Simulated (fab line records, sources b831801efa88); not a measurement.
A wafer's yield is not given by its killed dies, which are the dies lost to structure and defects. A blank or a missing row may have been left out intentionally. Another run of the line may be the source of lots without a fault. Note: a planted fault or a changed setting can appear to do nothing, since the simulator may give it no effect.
Which tool did it? + flow sky130 + 42 wafers from 14 lots sampled at 3 of the route's 708 steps

WHAT THE GAUGES READ, wafer by wafer
SKY_VT_ADJUST_LVTN_TW_MEAS_10.
| lot  | measured     | on            | VT_ADJUST_LVTN_TW |
|------|--------------|---------------|-------------------|
| L718 | day 7 17:49  | film-metro-02 | 241.1 241.4 241.8 |
| L720 | day 8 22:11  | film-metro-02 | 242.4 243.3 242.4 |
| L721 | day 8 23:52  | film-metro-02 | 243.1 241.7 242.7 |
| L723 | day 9 11:43  | film-metro-04 | 243.0 241.2 241.0 |
| L726 | day 10 03:10 | film-metro-04 | 241.6 244.0 240.9 |
| L729 | day 10 23:28 | film-metro-02 | 241.9 242.8 241.3 |
| L731 | day 11 10:22 | film-metro-03 | 242.7 241.1 241.6 |
| L730 | day 11 12:02 | film-metro-02 | 242.5 242.1 242.2 |
| L732 | day 11 21:02 | film-metro-02 | 242.8 242.1 242.2 |
| L733 | day 12 05:55 | film-metro-03 | 241.3 240.5 239.7 |
| L734 | day 13 02:10 | film-metro-02 | 241.6 242.1 240.7 |
| L735 | day 13 15:43 | film-metro-04 | 241.9 242.7 241.7 |
| L736 | day 13 16:03 | film-metro-02 | 240.4 240.4 242.2 |
| L737 | day 13 17:01 | film-metro-04 | 241.2 243.0 243.6 |

SKY_VT_ADJUST_NCORE_OVL_MEAS_08.
| lot  | measured     | on         | VT_ADJUST_NCORE_OVL (nm) |
|------|--------------|------------|--------------------------|
| L718 | day 9 10:38  | overlay-01 | -1.3 0.3 -0.6            |
| L720 | day 10 18:13 | overlay-01 | -1.7 -1.1 -0.4           |
| L721 | day 10 19:10 | overlay-02 | 0.3 -1.2 -1.0            |
| L723 | day 11 09:26 | overlay-01 | -1.9 -0.8 -2.1           |
| L726 | day 12 00:53 | overlay-01 | -0.9 -1.5 -2.0           |
| L729 | day 12 23:45 | overlay-02 | -0.5 -0.2 0.2            |
| L731 | day 13 10:28 | overlay-02 | -2.3 -0.7 -0.8           |
| L730 | day 13 12:03 | overlay-02 | -1.2 0.7 -2.0            |
| L732 | day 13 20:49 | overlay-01 | -0.2 0.3 -0.6            |
| L733 | day 14 07:07 | overlay-01 | -4.3 -4.9 -3.5           |
| L734 | day 15 04:42 | overlay-02 | -0.1 1.2 0.7             |
| L735 | day 15 20:41 | overlay-01 | -2.4 -2.4 -2.9           |
| L736 | day 15 21:56 | overlay-01 | -2.0 -1.5 -1.0           |
| L737 | day 15 22:08 | overlay-01 | 0.2 -0.8 -1.1            |

SKY_SONOS_TUNNEL_CD_MEAS_07: the cd target is 410 nm.
| lot  | measured     | on        | cd-nm (nm)        |
|------|--------------|-----------|-------------------|
| L718 | day 12 08:25 | cd-sem-01 | 408.2 408.7 409.8 |
| L720 | day 13 17:58 | cd-sem-01 | 408.1 407.5 408.6 |
| L721 | day 13 18:25 | cd-sem-02 | 407.0 407.9 408.5 |
| L723 | day 14 11:17 | cd-sem-02 | 410.9 409.8 408.2 |
| L726 | day 15 05:01 | cd-sem-01 | 412.9 411.7 412.1 |
| L729 | day 16 06:08 | cd-sem-01 | 412.4 412.5 411.6 |
| L731 | day 16 18:20 | cd-sem-02 | 410.3 410.5 410.7 |
| L730 | day 16 21:07 | cd-sem-01 | 411.8 409.7 410.5 |
| L732 | day 17 07:06 | cd-sem-02 | 412.2 412.8 412.6 |
| L733 | day 17 18:47 | cd-sem-02 | 410.1 410.2 410.1 |
| L734 | day 18 19:24 | cd-sem-02 | 408.9 407.0 409.6 |
| L735 | day 19 13:19 | cd-sem-01 | 410.9 412.0 410.4 |
| L736 | day 19 14:40 | cd-sem-02 | 409.3 411.5 412.4 |
| L737 | day 19 14:58 | cd-sem-01 | 408.2 404.5 406.6 |

WHAT TOOL EACH LOT RAN ON (gives the tool, then ch and the chambers of the sampled wafers, and finally the start)
No process step before these readings appears in the record.

AS READ BY THE TOOLS THEMSELVES (means over the sampled wafers that have a number; for cases with no such wafer, the mark the record gives instead)
The record holds no such reading with a usual standard deviation.

THE ANSWER, worked out from the rows above alone
Rule: the usual values come from the lots themselves. The widest of any qualifying gaps counts: lots, ordered by their means at a reading, are off when they make up no more than a third of the lots, leave a main group of 4 or more, and stand apart from it by 3 or more times the standard deviation of that group's means. Not used: any main group whose means are identical at the precision the tables above print for the reading. A lot without any number at a reading at which 4 lots or more have one is off too. Where the step has rows for the other lots, those lots are counted as sound. Order of review: gauges by route order, followed by the tools' own readings, for which a lot's mean as printed above is used. The first step at which some lot is off is used, and at that step the reading that is off furthest; a lot without a number counts as furthest.
No lot is off on any of the readings shown, so nothing can be concluded from this.

WHAT THE SIMULATOR HAD PUT IN
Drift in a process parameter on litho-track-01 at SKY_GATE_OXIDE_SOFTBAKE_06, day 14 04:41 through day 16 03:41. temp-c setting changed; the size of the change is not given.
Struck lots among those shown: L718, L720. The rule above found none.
